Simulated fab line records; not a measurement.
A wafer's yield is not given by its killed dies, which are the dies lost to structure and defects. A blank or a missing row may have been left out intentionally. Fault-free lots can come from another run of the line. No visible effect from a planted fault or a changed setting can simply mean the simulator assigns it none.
Matching of chambers / flow sky130 / SKY_CONTACT_CVD_00 on pecvd-02: 3 sister chambers
The step deposits Si3N4, target thk 75 nm. 14 wafers are shown with their chamber, then 7 later ones without.

WAFERS PAIRED WITH THEIR CHAMBERS
wafer=L078.1; chamber=2; heater-power-w (W)=597
wafer=L078.3; chamber=1; heater-power-w (W)=791
wafer=L078.4; chamber=0; heater-power-w (W)=741
wafer=L076.1; chamber=0; heater-power-w (W)=756
wafer=L076.4; chamber=0; heater-power-w (W)=777
wafer=L076.5; chamber=2; heater-power-w (W)=612
wafer=L083.3; chamber=1; heater-power-w (W)=819
wafer=L083.5; chamber=1; heater-power-w (W)=828
wafer=L083.6; chamber=0; heater-power-w (W)=808
wafer=L089.1; chamber=0; heater-power-w (W)=703
wafer=L089.2; chamber=2; heater-power-w (W)=537
wafer=L089.3; chamber=0; heater-power-w (W)=699
wafer=L090.1; chamber=2; heater-power-w (W)=552
wafer=L090.2; chamber=0; heater-power-w (W)=783

SIGNATURES, as means of the wafers listed above
reading=heater-power-w; chamber 0=752.43; chamber 1=812.67; chamber 2=574.50; scatter within a chamber=36.5
Rule: distance of a wafer from a chamber = root of the sum over the readings of ((wafer's reading minus chamber's mean) / reading's scatter) squared. The wafer belongs to the nearest chamber; if the next one is less than 2 further off, it can't be placed. The scatter is the square root of a quotient: the sum, over the shown wafers, of each reading's squared deviation from its chamber's mean, divided by wafers minus chambers.

WAFERS WHOSE CHAMBER IS MISSING
wafer=L090.6; heater-power-w (W)=793
wafer=L091.1; heater-power-w (W)=801
wafer=L091.3; heater-power-w (W)=597
wafer=L091.4; heater-power-w (W)=800
wafer=L096.1; heater-power-w (W)=791
wafer=L096.3; heater-power-w (W)=599
wafer=L096.4; heater-power-w (W)=797

WHICH CHAMBER EACH WENT THROUGH
wafer=L090.6; from the rows above=can't be placed: 1 or 0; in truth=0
wafer=L091.1; from the rows above=can't be placed: 1 or 0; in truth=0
wafer=L091.3; from the rows above=2; in truth=2
wafer=L091.4; from the rows above=can't be placed: 1 or 0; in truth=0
wafer=L096.1; from the rows above=can't be placed: 1 or 0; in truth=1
wafer=L096.3; from the rows above=2; in truth=2
wafer=L096.4; from the rows above=can't be placed: 1 or 0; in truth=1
2 of 7 placed correctly. These rows do not allow placing 5 (true chamber among the candidates in 5). Wrongly placed: 0.
